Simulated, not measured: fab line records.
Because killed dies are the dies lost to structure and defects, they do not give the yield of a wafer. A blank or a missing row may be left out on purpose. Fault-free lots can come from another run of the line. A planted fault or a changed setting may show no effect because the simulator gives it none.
A struck lot beside a sound one | flow sky130 | 17 steps out of a route of 708
Sound: these wafers, L666.1, L666.2, L666.4. Wafers struck: L671.2, L671.4, L671.5. The cause is given at the end.
For every step that has rows: the tool of each side, followed by ch and its chambers, followed by its first start. Under that, the readings that differ: sound wafers | struck wafers | difference of the means | sigmas: that difference in standard deviations of wafers without a fault.
alike: words and numbers the same on both sides, and readings whose means are apart by under 2 such deviations; not compared: readings that were withheld, readings missing a value for some wafer, numbers with overlapping values and no deviation given by the record, and bounds like >300 which may hide the same value.
The two part at a step that has a row with sigmas, a row that says differs or no value, or rows on one side only. Non-overlapping numbers with no deviation appear without sigmas and do not part them. A reading that every wafer of one side lacks parts them only if that side has two wafers or more.

SKY_LDD_HVN_OVL_MEAS_07:
  sound on overlay-01 at day 22 20:25; struck on overlay-01 at day 24 17:04
  alike: LDD_HVN_OVL
after that, 1 step had no rows for these wafers: SKY_LDD_HVN_IMPLANT_08.
SKY_LDD_HVN_STRIP_09: strips in O2/N2.
  sound on plasma_asher-01 ch 0,1, day 22 20:37; struck on plasma_asher-01 ch 0,1, day 24 17:15
  reading                      | sound             | struck            | difference | sigmas
  strip_time_to_endpoint_s (s) | 4.147 4.148 4.155 | 4.128 4.130 4.113 | -0.026     | -2
  alike: drypump_motor_current_A, oes_product_au
  not compared: rf_hours_counter_h
SKY_LDD_HVN_TW_MEAS_10:
  sound on film_metro-04 at day 22 20:43; struck on film_metro-02 at day 24 17:22
  alike: LDD_HVN_TW
then, 7 steps without rows for these wafers: SKY_LDD_HVP_DEHYDRATE_00 (time 60 s); SKY_LDD_HVP_HMDS_01 (prime time 60 s); SKY_LDD_HVP_COAT_02 (resist thk 300 nm); SKY_LDD_HVP_SOFTBAKE_03 (time 60 s); SKY_LDD_HVP_EXPOSE_04 (exposes mask HVPTM, target cd 700 nm); SKY_LDD_HVP_PEB_05; SKY_LDD_HVP_DEVELOP_06 (develop time 60 s).
SKY_LDD_HVP_OVL_MEAS_07:
  sound on overlay-01 at day 24 02:32; struck on overlay-02 at day 25 22:29
  alike: LDD_HVP_OVL
SKY_LDD_HVP_IMPLANT_08:
  sound on implanter-01 ch 0, day 24 02:34; struck on implanter-01 ch 0, day 25 22:32
  reading            | sound            | struck            | difference | sigmas
  beam_on_s (s)      | 10.02 9.98 10.09 | 11.98 12.06 11.64 | +1.86      | +9
  faraday_current_uA | 95.8 95.7 95.1   | 80.3 79.4 82.2    | -14.9      | -8
SKY_LDD_HVP_STRIP_09: strips in O2/N2.
  sound on plasma_asher-04 ch 0,1, day 24 02:43; struck on plasma_asher-01 ch 0,1, day 25 22:40
  alike: drypump_motor_current_A, oes_product_au, strip_time_to_endpoint_s
  not compared: rf_hours_counter_h
SKY_LDD_HVP_TW_MEAS_10:
  sound on film_metro-04 at day 24 02:49; struck on film_metro-01 at day 25 22:46
  reading    | sound       | struck      | difference | sigmas
  LDD_HVP_TW | 460 460 459 | 495 491 494 | +34        | +7
then, 1 step without rows for these wafers: SKY_LDD_LDN_DEHYDRATE_00 (time 60 s).
-- here the record skips 23 days between the struck wafers' starts before and after, leaving off in module LDD_LDN and picking up in module PAD_OPEN (first step shown: number 708 of the route) --
SKY_PAD_OPEN_PROBE_99:
  sound on prober-01 at day 47 13:22; struck on prober-02 at day 48 17:51
  reading                                | sound          | struck         | difference | sigmas
  model.etest.tip_p_5v.rs_ohm_sq         | 2863 2868 2867 | 2505 2502 2512 | -360       |
  model.etest.pfet_g5v0d10v5.r_on_ohm_um | 4796 4860 4755 | 4611 4636 4659 | -168       |
  alike: killed_at_M0_to_M3, killed_at_M4_up, killed_at_contacts, killed_at_front_end, killed_at_other, killed_dies, killed_open, killed_short

## WHERE THEY PART
At SKY_LDD_HVN_STRIP_09 first; at SKY_LDD_HVP_TW_MEAS_10 last (within this record only). Later steps at which nothing parts them and some readings are alike: SKY_PAD_OPEN_PROBE_99.

WHY: the cause the simulator had injected
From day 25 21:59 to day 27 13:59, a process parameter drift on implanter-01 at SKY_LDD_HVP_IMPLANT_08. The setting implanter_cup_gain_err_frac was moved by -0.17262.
